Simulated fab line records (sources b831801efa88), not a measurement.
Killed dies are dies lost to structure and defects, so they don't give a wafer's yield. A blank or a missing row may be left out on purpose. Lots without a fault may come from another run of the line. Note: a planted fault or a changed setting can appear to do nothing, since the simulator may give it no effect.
fab line records	flow sky130
record: lots: 5	wafers: 15	lastDay: 49
route steps=708 shown METAL2@497 VIA2@507 METAL3@532 CAPM@537 PAD_OPEN@708
lots untouched by any fault: they come from a run of this same line in which no faults occurred
startH: start of the lot's first displayed wafer, in hours after the record's first day	waitH: hours elapsed since this lot's preceding step	" identical to the entry in the row above	L1.1+2: several wafers, shown together as one row	- value missing, or start not given	* or withheld: withheld	< > ~ a bound
route shown NAME@n: a module of which the file shows steps, and the number in the route of the first	usual: mean/standard deviation taken from wafers without a fault	same: alike in all rows	chamber/n: place in a boat	sites: each site's reading	_std_site: standard deviation of those values	_edge_site: outer sites' mean less inner sites'	radiusMm: how far each site lies from the wafer's centre	mask NAME#n: copy n	behind: tool/chamber where the wafer was last shaped	hold: reason for holding the lot/hours on hold/outcome of the hold	device: names the non-switching transistor (n, p or np)	end of line: the route-end tests of the same wafers	a step without rows: its recipe alone	killed: count of dies lost to structure and defects at first sort (not the wafer's yield)	map: a wafer's dies, x killed, . not, _ none there
set.NAME: the setting the step ran with; set.NAME@STEP: the setting that earlier step ran with	model.NAME: the simulator's own value behind a step, which no gauge read
a table for each step, a row for each wafer; lots at some steps of the route
services: the hour from which a tool's chamber was out of use, counted from the record's first day as startH (under 0 if before that day), plus the number of hours and why
== steps ==
step: SKY_METAL2_DEVELOP_14
recipe: developTimeS: 60	resist: KrF-thick	devTempC: 21
step: SKY_METAL2_CD_MEAS_15
recipe: targetCdNm: 140
usual: cdNm: 139.5/1.3
lot.wafer	tool	chamber	startH	waitH	cdNm
L599.1	cdSem-02	-	838.22	-	139.9
L599.3	"	-	"	"	140.5
L599.4	"	-	"	"	140.8
L600.1	cdSem-01	-	856.46	-	137.3
L600.2	"	-	"	"	138.2
L600.5	"	-	"	"	138.2
L608.1	cdSem-02	-	908.01	-	139.3
L608.4	"	-	"	"	140.0
L608.5	"	-	"	"	138.9
L610.1	cdSem-02	-	932.66	-	141.0
L610.2	"	-	"	"	139.6
L610.6	"	-	"	"	137.8
L617.1	cdSem-02	-	969.92	-	141.5
L617.3	"	-	"	"	139.9
L617.5	"	-	"	"	138.9
step: SKY_METAL2_OVL_MEAS_16
usual: METAL2_OVL: 0/4.9
lot.wafer	tool	chamber	startH	waitH	METAL2_OVL[nm]
L599.1	overlay-02	-	838.34	0.1	-5
L599.3	"	-	"	"	-8
L599.4	"	-	"	"	-5
L600.1	overlay-02	-	856.58	0.1	2
L600.2	"	-	"	"	-1
L600.5	"	-	"	"	2
L608.1	overlay-01	-	908.13	0.1	-6
L608.4	"	-	"	"	0
L608.5	"	-	"	"	-9
L610.1	overlay-01	-	932.78	0.1	4
L610.2	"	-	"	"	-9
L610.6	"	-	"	"	-6
L617.1	overlay-01	-	970.04	0.1	14
L617.3	"	-	"	"	13
L617.5	"	-	"	"	16
step: SKY_METAL2_DESCUM_17
recipe: chemistry: O2	sourcePowerW: 150	biasPowerW: 0	pressureMtorr: 10	tempC: 40	timeS: 8
usual: drypumpMotorCurrentA: 5.9/0.52	oesProductAu: 0.989/0.0086
lot.wafer	tool	chamber	startH	waitH	drypumpMotorCurrentA	oesProductAu	rfHoursCounterH
L599.1	rieMetal-01	0	838.37	0.0	5.7	0.982	2
L599.3	"	1	"	"	6.3	0.990	-
L599.4	"	0	"	"	5.7	0.995	-
L600.1	rieMetal-01	0	856.62	0.0	5.8	1.001	3
L600.2	"	1	"	"	6.3	0.993	14
L600.5	"	1	"	"	6.3	0.991	-
L608.1	rieMetal-04	0	908.17	0.0	5.1	0.987	13
L608.4	"	0	"	"	5.1	0.994	-
L608.5	"	0	"	"	5.1	0.988	-
L610.1	rieMetal-01	1	932.82	0.0	6.4	0.989	18
L610.2	"	0	"	"	5.7	0.999	6
L610.6	"	1	"	"	6.4	0.991	-
L617.1	rieMetal-04	0	970.08	0.0	5.1	0.992	16
L617.3	"	1	"	"	6.1	0.970	-
L617.5	"	1	"	"	6.1	0.966	-
step: SKY_METAL2_ETCH_18
recipe: chemistry: N2/H2	target: BARC	ionEnergyEv: 200	biasW: 100	pressureMtorr: 30	n2FlowSccm: 100	h2FlowSccm: 200	icpW: 500	stopOn: SiO2	timeS: 45.9	targetDepthA: 600
step: SKY_METAL2_METAL_ETCH_19
recipe: targetDepthA: 3600	stopOn: SiO2	overEtchFrac: 0.3	timeS: 78	chemistry: Cl2/BCl3	resistSidewallDeg: 88	pressureMtorr: 10	icpW: 900	biasW: 48.5	Cl2_flow_sccm: 60	bcl3FlowSccm: 30
step: SKY_METAL2_STRIP_20
recipe: chemistry: O2/N2	powerW: 1400	pressureMtorr: 1500	platenTempC: withheld	o2FlowSccm: 3000	n2FlowSccm: 300	overashFraction: 0.5
step: SKY_METAL2_STRIP_21
recipe: chemistry: postEtchResidueRemover	timeS: 1200	tempC: 72.5
step: SKY_METAL2_CLEAN_22
recipe: chemistry: IPA	timeS: 180	tempC: 25
step: SKY_METAL2_CLEAN_23
recipe: chemistry: O3/DIW	dry: n2Spin
step: SKY_VIA2_HDPCVD_00
recipe: material: SiO2	targetThkNm: 1180	sigmaOpenFrac: 0.3	timeS: 196.7	tempC: 400	sih4FlowSccm: 60	pressureMtorr: 6
step: SKY_VIA2_THK_MEAS_01
recipe: reads: SiO2_of_VIA2_HDPCVD_00
usual: VIA2_HDPCVD_THK: 1185/14
lot.wafer	tool	chamber	startH	waitH	VIA2_HDPCVD_THK[nm]
L599.1	filmMetro-04	-	839.27	0.1	1185
L599.3	"	-	"	"	1181
L599.4	"	-	"	"	1170
L600.1	filmMetro-03	-	857.52	0.1	1189
L600.2	"	-	"	"	1191
L600.5	"	-	"	"	1196
L608.1	filmMetro-03	-	909.11	0.1	1169
L608.4	"	-	"	"	1176
L608.5	"	-	"	"	1182
L610.1	filmMetro-02	-	933.72	0.1	1211
L610.2	"	-	"	"	1194
L610.6	"	-	"	"	1206
L617.1	filmMetro-02	-	970.98	0.1	1185
L617.3	"	-	"	"	1181
L617.5	"	-	"	"	1181
step: SKY_VIA2_CMP_02
recipe: material: SiO2	downForcePsi: 4	platenRpm: 60	padVelocityMS: 0.94248
usual: motorCurrentA: 12.5/1.4	platenRpm: 60.00/0.044
lot.wafer	tool	chamber	startH	waitH	motorCurrentA	platenRpm
L599.3	cmp-02	0	839.33	0.0	14.2	60.01
L599.1	"	1	"	"	12.3	60.04
L599.4	"	3	"	"	11.3	60.01
L600.1	cmp-01	1	857.65	0.1	10.8	60.01
L600.2	"	0	"	"	12.9	59.99
L600.5	"	1	"	"	10.8	60.01
L608.4	cmp-02	0	909.17	0.0	14.8	59.95
L608.1	"	1	"	"	12.5	60.05
L608.5	"	1	"	"	12.4	59.98
L610.1	cmp-01	2	933.83	0.1	12.8	60.06
L610.2	"	3	"	"	14.8	59.98
L610.6	"	1	"	"	11.3	60.00
L617.1	cmp-01	2	971.09	0.1	12.6	60.01
L617.3	"	3	"	"	14.7	60.00
L617.5	"	1	"	"	10.9	60.02
step: SKY_VIA2_BOW_MEAS_03
recipe: mode: bow
usual: VIA2_BOW: 88/7.5
lot.wafer	tool	chamber	startH	waitH	VIA2_BOW[um]
L599.1	filmMetro-04	-	839.63	0.2	91
L599.3	"	-	"	"	91
L599.4	"	-	"	"	88
L600.1	filmMetro-02	-	857.95	0.2	94
L600.2	"	-	"	"	78
L600.5	"	-	"	"	84
L608.1	filmMetro-04	-	909.47	0.2	86
L608.4	"	-	"	"	92
L608.5	"	-	"	"	96
L610.1	filmMetro-04	-	934.08	0.2	88
L610.2	"	-	"	"	86
L610.6	"	-	"	"	89
L617.1	filmMetro-04	-	971.34	0.2	80
L617.3	"	-	"	"	78
L617.5	"	-	"	"	88
step: SKY_VIA2_DEHYDRATE_04
recipe: tempC: 200	timeS: 60
step: SKY_VIA2_HMDS_05
recipe: primeTimeS: 60	primeTempC: 120
step: SKY_VIA2_COAT_06
recipe: resist: BARC	tempC: withheld	timeS: withheld	spinRpm: 3000	resistThkNm: 60
step: SKY_VIA2_COAT_07
recipe: resist: KrF-thick	spinRpm: 3000	resistThkNm: 450
step: SKY_VIA2_SOFTBAKE_08
recipe: tempC: 100	timeS: 90	resist: KrF-thick
step: SKY_VIA2_EXPOSE_09
recipe: maskId: VIM2	na: 0.8	sourceShape: annular	sigmaInner: 0.55	sigmaOuter: 0.85	targetCdNm: 200	doseMj: 38
step: SKY_VIA2_PEB_10
recipe: pebTempC: withheld	pebTimeS: withheld	resist: KrF-thick
step: SKY_VIA2_DEVELOP_11
recipe: developTimeS: 60	resist: KrF-thick	devTempC: 21
step: SKY_VIA2_CD_MEAS_12
recipe: targetCdNm: 200
usual: cdNm: 200.0/1.2
lot.wafer	tool	chamber	startH	waitH	cdNm
L599.1	cdSem-01	-	865.87	-	201.0
L599.3	"	-	"	"	200.9
L599.4	"	-	"	"	200.6
L600.1	cdSem-01	-	883.06	-	200.3
L600.2	"	-	"	"	199.6
L600.5	"	-	"	"	200.7
L608.1	cdSem-01	-	934.87	-	201.6
L608.4	"	-	"	"	200.8
L608.5	"	-	"	"	200.3
L610.1	cdSem-01	-	959.06	-	201.7
L610.2	"	-	"	"	200.7
L610.6	"	-	"	"	201.9
L617.1	cdSem-02	-	994.91	-	200.7
L617.3	"	-	"	"	200.8
L617.5	"	-	"	"	199.7
step: SKY_VIA2_OVL_MEAS_13
usual: VIA2_OVL: -2/5.3
lot.wafer	tool	chamber	startH	waitH	VIA2_OVL[nm]
L599.1	overlay-02	-	865.99	0.1	5
L599.3	"	-	"	"	1
L599.4	"	-	"	"	2
L600.1	overlay-02	-	883.18	0.1	5
L600.2	"	-	"	"	-1
L600.5	"	-	"	"	1
L608.1	overlay-02	-	934.99	0.1	-3
L608.4	"	-	"	"	-6
L608.5	"	-	"	"	1
L610.1	overlay-02	-	959.18	0.1	-4
L610.2	"	-	"	"	2
L610.6	"	-	"	"	5
L617.1	overlay-02	-	995.03	0.1	-2
L617.3	"	-	"	"	6
L617.5	"	-	"	"	1
step: SKY_VIA2_ETCH_14
recipe: chemistry: N2/H2	target: BARC	ionEnergyEv: 200	sourceW: 500	biasW: 100	pressureMtorr: 30	n2FlowSccm: 100	h2FlowSccm: 200	stopOn: SiO2	timeS: 45.9	targetDepthA: 600
usual: drypumpMotorCurrentA: 5.7/0.38	n2FlowSccm: 100.0/0.31	oesProductAu: 0.855/0.0047	throttleValvePct: 13.224/0.0095
lot.wafer	tool	chamber	startH	waitH	drypumpMotorCurrentA	n2FlowSccm	oesProductAu	rfHoursCounterH	throttleValvePct
L599.1	rieDiel-01	2	866.02	0.0	5.8	100.2	0.851	10	13.230
L599.3	"	1	"	"	5.4	100.3	0.855	17	13.237
L599.4	"	3	"	"	5.6	100.2	0.854	0	13.226
L600.1	rieDiel-03	3	883.22	0.0	6.1	99.5	0.852	13	13.235
L600.2	"	0	"	"	5.3	100.1	0.854	19	13.236
L600.5	"	1	"	"	6.0	100.4	0.860	-	13.203
L608.1	rieDiel-01	3	935.02	0.0	5.6	99.9	0.858	2	13.205
L608.4	"	0	"	"	5.2	99.6	0.852	14	13.217
L608.5	"	1	"	"	5.4	100.1	0.859	-	13.210
L610.1	rieDiel-01	3	959.22	0.0	5.6	100.2	0.850	2	13.226
L610.2	"	2	"	"	5.8	99.7	0.853	12	13.238
L610.6	"	0	"	"	5.2	100.2	0.849	-	13.223
L617.1	rieDiel-01	0	995.06	0.0	5.2	99.8	0.859	16	13.236
L617.3	"	2	"	"	5.8	100.1	0.856	13	13.231
L617.5	"	2	"	"	5.8	100.0	0.850	-	13.230
step: SKY_VIA2_ETCH_15
recipe: target: SiO2	chemistry: C4F8/O2/Ar	targetDepthNm: 546	stopOn: TiN	maskMaterial: KrF-thick	sourceW: 1500	biasW: 1200	pressureMtorr: 40	c4f8FlowSccm: withheld	O2_flow_sccm: 6	Ar_flow_sccm: 300	timeS: 84
step: SKY_VIA2_STRIP_16
recipe: chemistry: O2/N2	powerW: 1400	pressureMtorr: 1500	platenTempC: withheld	o2FlowSccm: 3000	n2FlowSccm: 300	overashFraction: 0.5
step: SKY_VIA2_STRIP_17
recipe: chemistry: postEtchResidueRemover	timeS: 1200	tempC: 72.5
step: SKY_VIA2_CLEAN_18
recipe: chemistry: IPA	timeS: 180	tempC: 25
step: SKY_VIA2_CLEAN_19
recipe: chemistry: O3/DIW	dry: n2Spin
step: SKY_VIA2_SPUTTER_20
recipe: material: TiN	targetThkNm: 20	chamberPressurePa: 5	powerW: 4000	timeS: 80
usual: chamberPressurePa: 4.999/0.01	throttleValvePct: 29.7/0.88
lot.wafer	tool	chamber	startH	waitH	chamberPressurePa	throttleValvePct
L599.1	pvdSputter-01	-	866.95	0.0	4.995	28.7
L599.3	"	-	"	"	4.994	29.8
L599.4	"	-	"	"	5.000	28.8
L600.1	pvdSputter-01	-	883.93	0.0	4.995	30.3
L600.2	"	-	"	"	4.985	29.7
L600.5	"	-	"	"	5.003	29.1
L608.1	pvdSputter-02	-	935.76	0.0	4.991	30.3
L608.4	"	-	"	"	4.996	29.8
L608.5	"	-	"	"	4.979	30.2
L610.1	pvdSputter-01	-	960.02	0.0	4.998	29.0
L610.2	"	-	"	"	5.002	29.7
L610.6	"	-	"	"	4.994	30.1
L617.1	pvdSputter-01	-	995.77	0.0	5.007	28.7
L617.3	"	-	"	"	5.001	29.7
L617.5	"	-	"	"	5.012	29.2
step: SKY_VIA2_CVD_21
recipe: material: W	targetThkNm: 420	timeS: 126.4	tempC: 400	pressureTorr: 40
usual: heaterPowerOuterW: 522/78	heaterPowerW: 835/98
lot.wafer	tool	chamber	startH	waitH	heaterPowerOuterW	heaterPowerW
L599.1	cvdW-01	0	867.01	0.0	588	889
L599.3	"	1	"	"	475	777
L599.4	"	0	"	"	597	910
L600.1	cvdW-01	1	883.99	0.0	472	767
L600.2	"	0	"	"	604	907
L600.5	"	0	"	"	592	910
L608.1	cvdW-02	0	935.83	0.0	416	731
L608.4	"	1	"	"	614	987
L608.5	"	0	"	"	419	715
L610.1	cvdW-02	1	960.08	0.0	613	944
L610.2	"	0	"	"	407	727
L610.6	"	0	"	"	419	712
L617.1	cvdW-02	0	995.83	0.0	420	725
L617.3	"	1	"	"	617	948
L617.5	"	1	"	"	604	928
step: SKY_VIA2_RS_MEAS_22
recipe: thkMeasGauge: four-point-probe	reads: W_of_VIA2_CVD_21+TiN_of_VIA2_SPUTTER_20
usual: VIA2_W_RS: 0.2733/0.0028
lot.wafer	tool	chamber	startH	waitH	VIA2_W_RS[ohm/sq]
L599.1	filmMetro-02	-	867.14	0.1	0.2741
L599.3	"	-	"	"	0.2713
L599.4	"	-	"	"	0.2726
L600.1	filmMetro-02	-	884.12	0.1	0.2713
L600.2	"	-	"	"	0.2729
L600.5	"	-	"	"	0.2703
L608.1	filmMetro-03	-	935.96	0.1	0.2745
L608.4	"	-	"	"	0.2732
L608.5	"	-	"	"	0.2751
L610.1	filmMetro-02	-	960.21	0.1	0.2793
L610.2	"	-	"	"	0.2735
L610.6	"	-	"	"	0.2770
L617.1	filmMetro-04	-	995.96	0.1	0.2757
L617.3	"	-	"	"	0.2768
L617.5	"	-	"	"	0.2764
step: SKY_VIA2_THK_MEAS_23
recipe: thkMeasGauge: xrf	reads: W_of_VIA2_CVD_21
usual: VIA2_W_THK: 434/6.3
lot.wafer	tool	chamber	startH	waitH	VIA2_W_THK[nm]
L599.1	filmMetro-02	-	867.26	0.1	440
L599.3	"	-	"	"	447
L599.4	"	-	"	"	441
L600.1	filmMetro-02	-	884.24	0.1	444
L600.2	"	-	"	"	441
L600.5	"	-	"	"	446
L608.1	filmMetro-03	-	936.08	0.1	427
L608.4	"	-	"	"	430
L608.5	"	-	"	"	432
L610.1	filmMetro-02	-	960.33	0.1	433
L610.2	"	-	"	"	442
L610.6	"	-	"	"	434
L617.1	filmMetro-04	-	996.08	0.1	424
L617.3	"	-	"	"	425
L617.5	"	-	"	"	423
step: SKY_VIA2_CMP_24
recipe: stopOn: SiO2	tOverpolishS: 20	downForcePsi: 3.5	platenRpm: 60	targetThkNm: 0	padVelocityMS: 0.94248
step: SKY_METAL3_SPUTTER_00
recipe: material: Ti	targetThkNm: 15	powerW: 3000	timeS: 10	chamberPressurePa: 0.4
step: SKY_METAL3_SPUTTER_01
recipe: material: TiN	targetThkNm: 20	powerW: 6500	timeS: 16.7	chamberPressurePa: 0.4
usual: chamberPressurePa: 0.4000/0.00086	throttleValvePct: 29.8/0.59
lot.wafer	tool	chamber	startH	waitH	chamberPressurePa	throttleValvePct
L599.1	pvdSputter-04	-	867.64	0.0	0.4001	29.7
L599.3	"	-	"	"	0.4015	30.0
L599.4	"	-	"	"	0.4007	29.7
L600.1	pvdSputter-04	-	884.63	0.0	0.3995	30.3
L600.2	"	-	"	"	0.4006	30.1
L600.5	"	-	"	"	0.3990	29.6
L608.1	pvdSputter-04	-	936.48	0.0	0.4006	29.4
L608.4	"	-	"	"	0.4008	30.2
L608.5	"	-	"	"	0.3995	29.9
L610.1	pvdSputter-04	-	960.72	0.0	0.3996	29.9
L610.2	"	-	"	"	0.3989	29.3
L610.6	"	-	"	"	0.3994	30.8
L617.1	pvdSputter-01	-	996.46	0.0	0.3999	29.2
L617.3	"	-	"	"	0.4007	29.7
L617.5	"	-	"	"	0.4016	28.7
step: SKY_METAL3_SPUTTER_02
recipe: material: AlCu	targetThkNm: 735	powerW: 10600	timeS: 39.1	chamberPressurePa: 0.4
step: SKY_METAL3_SPUTTER_03
recipe: material: Ti	targetThkNm: 5	powerW: 3000	timeS: 3.3	chamberPressurePa: 0.4
step: SKY_METAL3_SPUTTER_04
recipe: material: TiN	targetThkNm: 70	powerW: 6500	timeS: 58.3	chamberPressurePa: 0.4
step: SKY_CAPM_CVD_00
recipe: material: SiO2	targetThkNm: 15.5	tempC: 400	timeS: withheld	rfW: 450
step: SKY_CAPM_THK_MEAS_01
recipe: reads: SiO2_of_CAPM_CVD_00
usual: CAPM_CVD_00_THK: 15.40/0.21
lot.wafer	tool	chamber	startH	waitH	CAPM_CVD_00_THK[nm]
L599.1	filmMetro-02	-	867.80	-	15.22
L599.3	"	-	"	"	15.48
L599.4	"	-	"	"	15.63
L600.1	filmMetro-01	-	884.78	-	15.20
L600.2	"	-	"	"	15.10
L600.5	"	-	"	"	15.37
L608.1	filmMetro-04	-	936.63	-	15.19
L608.4	"	-	"	"	15.69
L608.5	"	-	"	"	15.45
L610.1	filmMetro-01	-	960.87	-	15.20
L610.2	"	-	"	"	15.35
L610.6	"	-	"	"	15.53
L617.1	filmMetro-02	-	996.61	-	15.30
L617.3	"	-	"	"	15.14
L617.5	"	-	"	"	15.59
step: SKY_PAD_OPEN_PROBE_99
usual: defectLimitedYield: 82.5/1.9	killed_at_M0_to_M3: 43/6.7	killed_at_M4_up: 3.2/1.9	killedAtContacts: 24/5.9	killedAtFrontEnd: 15/4.1	killedAtOther: 0.3/0.56	killedDies: 86/9.5	killedOnRim: 17/3.7	killedOpen: 47/7.4	killedShort: 39/5.5	sort_bin_3_pad_short: 0.8/0.4	sort_bin_5_function: 10.4/1.4	sort_bin_6_memory: 6.2/1.2	sortNPass: 406/9.5	sortYieldPct: 82.5/1.9
same: grossDies: 492	killedAtBackSide: 0	sort_bin_4_leakage[%]: 0	sort_bin_8_speed[%]: 0
lot.wafer	tool	chamber	startH	waitH	defectLimitedYield[%]	killed_at_M0_to_M3	killed_at_M4_up	killedAtContacts	killedAtFrontEnd	killedAtOther	killedDies	killedOnRim	killedOpen	killedShort	sort_bin_3_pad_short[%]	sort_bin_5_function[%]	sort_bin_6_memory[%]	sortNPass	sortYieldPct[%]	model.etest.tester.sortNPass	model.etest.tester.sortYieldPct	model.etest.tester.sort_bin_5_pct	model.etest.tester.sort_bin_6_pct
L599.1	prober-02	-	1090.93	0.1	84.8	39	2	22	12	0	75	14	44	31	1.0	9.8	4.5	417	84.8	417	84.76	9.756	4.472
L599.3	prober-02	-	1091.03	0.2	80.1	60	2	26	10	0	98	20	53	45	1.0	12.6	6.3	394	80.1	394	80.08	12.6	6.301
L599.4	prober-02	-	1091.08	0.2	83.9	29	5	30	14	1	79	18	45	34	1.2	8.7	6.1	413	83.9	413	83.94	8.74	6.098
L600.1	prober-01	-	1103.03	0.1	81.3	37	4	29	22	0	92	12	59	33	1.2	10.0	7.5	400	81.3	400	81.3	9.959	7.52
L600.2	prober-01	-	1103.08	0.1	82.3	44	1	26	14	2	87	22	40	47	0.8	9.1	7.7	405	82.3	405	82.32	9.146	7.724
L600.5	prober-01	-	1103.23	0.2	82.9	47	5	22	10	0	84	16	46	38	0.6	9.8	6.7	408	82.9	408	82.93	9.756	6.707
L608.1	prober-01	-	1143.88	0.1	54.7	196	3	16	8	0	223	44	31	27	1.0	29.9	14.4	269	54.7	269	54.67	29.88	14.43
L608.4	prober-01	-	1144.03	0.2	83.1	36	1	34	12	0	83	10	40	43	0.4	10.6	5.9	409	83.1	409	83.13	10.57	5.894
L608.5	prober-01	-	1144.08	0.2	48.6	221	5	18	9	0	253	49	38	28	2.0	33.1	16.3	239	48.6	239	48.58	33.13	16.26
L610.1	prober-01	-	1162.20	0.1	82.3	35	4	37	11	0	87	21	40	47	0.4	11.8	5.5	405	82.3	405	82.32	11.79	5.488
L610.2	prober-01	-	1162.25	0.1	80.7	37	6	37	14	1	95	19	54	41	0.8	11.8	6.7	397	80.7	397	80.69	11.79	6.707
L610.6	prober-01	-	1162.45	0.2	85.0	38	3	14	19	0	74	10	33	41	0.6	10.2	4.3	418	85.0	418	84.96	10.16	4.268
L617.1	prober-02	-	1186.87	0.1	83.9	46	1	22	10	0	79	13	40	39	0.2	10.0	5.9	413	83.9	413	83.94	9.959	5.894
L617.3	prober-02	-	1186.97	0.2	83.5	47	1	22	10	1	81	19	44	37	0.6	10.6	5.3	411	83.5	411	83.54	10.57	5.285
L617.5	prober-02	-	1187.07	0.2	81.1	46	2	32	12	1	93	13	48	45	1.6	10.6	6.7	399	81.1	399	81.1	10.57	6.707
killed by level:class
L599.1 VIA1:geometricParticle:open=11 LI_CONTACT:geometricParticle:open=8 LOCAL_INTERCONNECT:geometricParticle:short=6 FIELD_ISO:geometricParticle:open=5 VIA2:geometricParticle:open=5 VIA1:geometricParticle:short=5 VIA3:geometricParticle:open=5 LI_CONTACT:geometricParticle:short=3
L599.3 VIA1:geometricParticle:open=16 LI_CONTACT:geometricParticle:open=13 VIA3:geometricParticle:open=10 METAL1:geometricParticle:short=8 LOCAL_INTERCONNECT:geometricParticle:short=7 VIA2:geometricParticle:short=6 VIA2:geometricParticle:open=6 VIA1:geometricParticle:short=5
L599.4 LI_CONTACT:geometricParticle:open=12 VIA3:geometricParticle:open=8 LOCAL_INTERCONNECT:geometricParticle:short=7 CONTACT:geometricParticle:open=6 FIELD_ISO:geometricParticle:short=5 VIA1:geometricParticle:open=5 LI_CONTACT:geometricParticle:short=4 METAL4:geometricParticle:short=4
L600.1 CONTACT:geometricParticle:open=13 VIA1:geometricParticle:open=9 VIA3:geometricParticle:open=8 FIELD_ISO:geometricParticle:open=7 LI_CONTACT:geometricParticle:open=7 CONTACT:geometricParticle:short=7 METAL1:geometricParticle:short=7 POLY_GATE:geometricParticle:open=5
L600.2 VIA1:geometricParticle:open=13 CONTACT:geometricParticle:short=9 CONTACT:geometricParticle:open=7 LI_CONTACT:geometricParticle:open=6 METAL1:geometricParticle:short=5 METAL2:geometricParticle:short=5 VIA3:geometricParticle:short=5 VIA3:geometricParticle:open=5
L600.5 VIA1:geometricParticle:open=10 CONTACT:geometricParticle:open=9 VIA3:geometricParticle:open=8 LI_CONTACT:geometricParticle:open=7 VIA3:geometricParticle:short=7 METAL4:geometricParticle:short=5 VIA1:geometricParticle:short=4 METAL2:geometricParticle:short=4
L608.1 VIA2:unspecified=165 CONTACT:geometricParticle:open=6 METAL2:geometricParticle:short=6 VIA3:geometricParticle:open=6 VIA2:geometricParticle:open=5 FIELD_ISO:geometricParticle:open=4 LOCAL_INTERCONNECT:geometricParticle:short=4 LI_CONTACT:geometricParticle:short=3
L608.4 CONTACT:geometricParticle:open=10 CONTACT:geometricParticle:short=9 FIELD_ISO:geometricParticle:open=6 LOCAL_INTERCONNECT:geometricParticle:short=6 METAL2:geometricParticle:short=6 VIA2:geometricParticle:open=6 LI_CONTACT:geometricParticle:short=5 VIA1:geometricParticle:short=4
L608.5 VIA2:unspecified=187 VIA2:geometricParticle:open=8 CONTACT:geometricParticle:open=8 LI_CONTACT:geometricParticle:open=6 VIA1:geometricParticle:open=6 VIA3:geometricParticle:open=5 METAL2:geometricParticle:short=4 METAL4:geometricParticle:short=4
L610.1 CONTACT:geometricParticle:short=11 CONTACT:geometricParticle:open=9 LOCAL_INTERCONNECT:geometricParticle:short=8 VIA1:geometricParticle:open=8 METAL2:geometricParticle:short=7 VIA3:geometricParticle:open=6 LI_CONTACT:geometricParticle:open=5 VIA2:geometricParticle:open=4
L610.2 CONTACT:geometricParticle:open=17 LI_CONTACT:geometricParticle:open=8 VIA1:geometricParticle:open=8 VIA3:geometricParticle:open=5 POLY_GATE:geometricParticle:short=4 LI_CONTACT:geometricParticle:short=4 VIA2:geometricParticle:open=4 METAL4:geometricParticle:short=4
L610.6 VIA3:geometricParticle:short=6 POLY_GATE:geometricParticle:open=6 VIA1:geometricParticle:open=6 POLY_GATE:geometricParticle:short=5 CONTACT:geometricParticle:open=5 METAL2:geometricParticle:short=5 VIA3:geometricParticle:open=4 CONTACT:geometricParticle:short=4
L617.1 VIA2:geometricParticle:short=8 LI_CONTACT:geometricParticle:open=8 METAL1:geometricParticle:short=8 VIA2:geometricParticle:open=7 CONTACT:geometricParticle:open=6 VIA1:geometricParticle:short=5 VIA1:geometricParticle:open=5 VIA3:geometricParticle:open=5
L617.3 VIA1:geometricParticle:open=10 VIA3:geometricParticle:open=10 CONTACT:geometricParticle:open=6 LI_CONTACT:geometricParticle:open=5 METAL1:geometricParticle:short=5 VIA1:geometricParticle:short=5 FIELD_ISO:geometricParticle:short=4 METAL2:geometricParticle:short=4
L617.5 LI_CONTACT:geometricParticle:open=11 METAL1:geometricParticle:short=8 VIA2:geometricParticle:open=8 CONTACT:geometricParticle:short=7 VIA1:geometricParticle:open=7 CONTACT:geometricParticle:open=6 POLY_GATE:geometricParticle:short=5 METAL3:geometricParticle:short=5
map L608.5 (x killed, . not)
__________...xxxx.xx_________
________.xx..x...x..x._______
______.x.xxxx....xx.x..x_____
_____..x..x.xxx.x...x.xxx____
____...x..xx.xxxx.xx.xx.xx___
___xx.x.x.xx...x...x.x.xxxx__
__...x.x.x.x.xxxx.xx.x.x..xx_
_..x.xx.xx.x.x.x..x.xxx.xx.xx
_xx.x..x....x.x.x.x..xx..xx..
_.x..xx....xx.x...xxx..x.x.xx
_x.x.x..x.x..x...x.xxxx..xx.x
_xx.x...x..x.xxxx.x.x..x..xx.
_..xxx.xxx.x.xxx.x..x..xxx...
_xx..xxxx.xxx.x.x.xx.xx..x.x.
_.x.xxxxxx.x..x.xxxxx.x.xxxx.
__.xxxxxx.x.xxxxx.x.x.xxxxx._
___xxx..x..xxx....x.......x__
____xx..x....xx..xx.x....x___
_____.x.xxx..x.xx.x.x.xx.____
______.x..x.xxxx...x.x.._____
________..x.....x..x.._______
__________..xxx...x._________
map L599.3 (x killed, . not)
__________.........._________
________..xxx.......xx_______
______..x.x......x.x...._____
_____.x.x.x...x......x...____
____..x..............x.x..___
___................x.....x.__
__.x...x.x...........x...x.._
_.x.x..x.x....xx.............
_.xxx....xxxx....x...........
_..x.x..x.........x..x...xxx.
_.......xx.......x.....x.....
_........xx.........x........
_x..........xx.xx......x.....
_..........xx......x....xxx..
_...x....x..x......x.........
__x......x.........xx......._
___..x...........xx........__
____..x.......x.x...x...xx___
_____.x.xx......x......xx____
______.x......x...x....._____
________.....xx...xx.x_______
__________.x....x..._________
== services ==
tool	chamber	startH	hours	kind
cmp-01	-	823.34	2.7	repair
rieDiel-01	0	824.04	4.0	repair
pvdSputter-01	-	831.88	1.1	repair
cmp-01	-	836.44	1.8	repair
cmp-01	-	836.74	0.4	repair
rieDiel-03	2	845.24	3.2	repair
cmp-02	-	856.57	5.7	pm
pvdSputter-01	-	861.93	0.6	repair
pvdSputter-04	-	887.68	1.5	repair
pvdSputter-01	-	895.57	10.5	repair
cvdW-01	-	904.00	14.0	pm
pvdSputter-02	-	908.03	4.5	repair
cmp-02	-	910.91	1.6	repair
cmp-02	-	912.51	4.0	pm
pvdSputter-01	0	932.19	-	consumableReplace:kit
cmp-02	-	938.62	0.6	repair
rieDiel-01	-	949.93	0.2	repair
rieDiel-03	2	964.26	13.7	repair
cvdW-02	1	969.02	3.4	repair
cmp-02	-	973.58	1.8	repair
cmp-02	-	975.37	4.2	pm
rieMetal-01	1	977.91	5.4	repair
rieDiel-01	0	988.41	1.2	repair
pvdSputter-04	-	988.89	3.6	repair
== key ==
firstSign: step: SKY_PAD_OPEN_PROBE_99	reading: killed_at_M0_to_M3	direction: up	sigmas: 24	usual: 43	struck: 208
effect: step: SKY_PAD_OPEN_PROBE_99	reading: defectLimitedYield	direction: down	sigmas: 16	usual: 82.5	struck: 51.6
modelEffect: step: SKY_PAD_OPEN_PROBE_99	value: etest.tester.sortNPass	without: 414	struck: 254
metAt SKY_VIA2_CMP_02
struckWafers L608.1,L608.5
onsetBetween 839.33 909.17
fault: kind: chamberParticleSource	tool: cmp-02	chamber: 1	onsetH: 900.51	steps: SKY_VIA2_CMP_02	ratePerVisitCm2: 0.84746	endH: 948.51
